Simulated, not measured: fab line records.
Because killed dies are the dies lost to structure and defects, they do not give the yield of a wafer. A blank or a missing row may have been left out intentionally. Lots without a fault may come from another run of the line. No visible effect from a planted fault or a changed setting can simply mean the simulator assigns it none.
Chamber matching | flow gf180mcu | cmp-02 running GF_STI_CMP_25: 4 sister chambers
The step polishes, stops on Si3N4, t overpolish 33 s, target thk 524.6 nm. 20 wafers are shown with their chamber, then 10 later ones without.

## WAFERS, EACH WITH ITS CHAMBER
wafer  | chamber | motor-current-A (A) | head-pressure-psi (psi) | overpolish-run-s (s)
L075.1 | 3       | 12.7                | 4.004                   | 33.023
L075.2 | 0       | 10.8                | 3.990                   | 32.998
L075.5 | 1       | 10.6                | 4.012                   | 33.014
L081.1 | 3       | 12.1                | 3.997                   | 33.003
L081.2 | 2       | 12.3                | 3.996                   | 33.005
L081.3 | 1       | 11.2                | 4.000                   | 33.005
L082.3 | 1       | 11.1                | 4.000                   | 32.993
L082.5 | 0       | 11.7                | 3.996                   | 32.999
L082.6 | 1       | 11.1                | 3.982                   | 32.998
L084.2 | 2       | 13.4                | 4.020                   | 33.011
L084.3 | 3       | 12.9                | 4.001                   | 32.984
L084.5 | 1       | 11.6                | 4.008                   | 32.994
L085.1 | 3       | 13.2                | 4.015                   | 32.995
L085.3 | 2       | 13.2                | 4.001                   | 33.004
L085.4 | 1       | 11.5                | 4.005                   | 33.004
L088.1 | 0       | 11.9                | 3.994                   | 32.995
L088.2 | 3       | 12.8                | 4.006                   | 33.004
L088.6 | 1       | 10.9                | 4.005                   | 32.994
L091.1 | 3       | 13.1                | 4.010                   | 33.009
L091.2 | 1       | 10.8                | 4.005                   | 33.002

SIGNATURES, as means of the wafers listed above
reading           | chamber 0 | chamber 1 | chamber 2 | chamber 3 | scatter within a chamber
motor-current-A   | 11.467    | 11.100    | 12.967    | 12.800    | 0.428
head-pressure-psi | 3.99333   | 4.00212   | 4.00567   | 4.00550   | 0.00835
overpolish-run-s  | 32.99733  | 33.00050  | 33.00667  | 33.00300  | 0.00889
Rule: a wafer lies at a distance from a chamber equal to the root of the sum of squares, over the readings, of (its reading less the chamber's mean, divided by the reading's scatter). If the next closest chamber is less than 2 further off than the closest, the wafer can't be placed; otherwise it belongs to the closest. How the scatter is found: for the shown wafers, subtract from each reading the mean of its chamber, square and add these, divide the total by (wafers less chambers), then take the root.

## WAFERS MISSING THEIR CHAMBER
wafer  | motor-current-A (A) | head-pressure-psi (psi) | overpolish-run-s (s)
L091.4 | 13.1                | 3.996                   | 33.003
L095.2 | 10.9                | 3.977                   | 32.985
L095.4 | 13.7                | 3.983                   | 33.002
L095.6 | 10.6                | 3.972                   | 33.014
L096.2 | 10.8                | 3.979                   | 33.010
L096.3 | 12.7                | 4.008                   | 32.985
L096.5 | 10.5                | 4.005                   | 33.008
L097.2 | 11.0                | 4.005                   | 32.994
L097.3 | 11.4                | 3.989                   | 33.000
L097.6 | 12.0                | 4.005                   | 33.008

## EACH ONE'S CHAMBER
wafer  | from the rows above               | in truth
L091.4 | can't be placed: 2 or 3           | 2
L095.2 | can't be placed: 0 or 1           | 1
L095.4 | can't be placed: 2 or 3           | 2
L095.6 | can't be placed: 0 or 1           | 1
L096.2 | can't be placed: 0 or 1           | 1
L096.3 | can't be placed: 3 or 2 or 0      | 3
L096.5 | can't be placed: 1 or 0           | 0
L097.2 | can't be placed: 1 or 0           | 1
L097.3 | can't be placed: 0 or 1           | 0
L097.6 | can't be placed: 3 or 0 or 2 or 1 | 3
Placed correctly: 0 of 10. From these rows, 10 cannot be placed; in 10 the true chamber is one of the candidates. 0 placed wrongly.
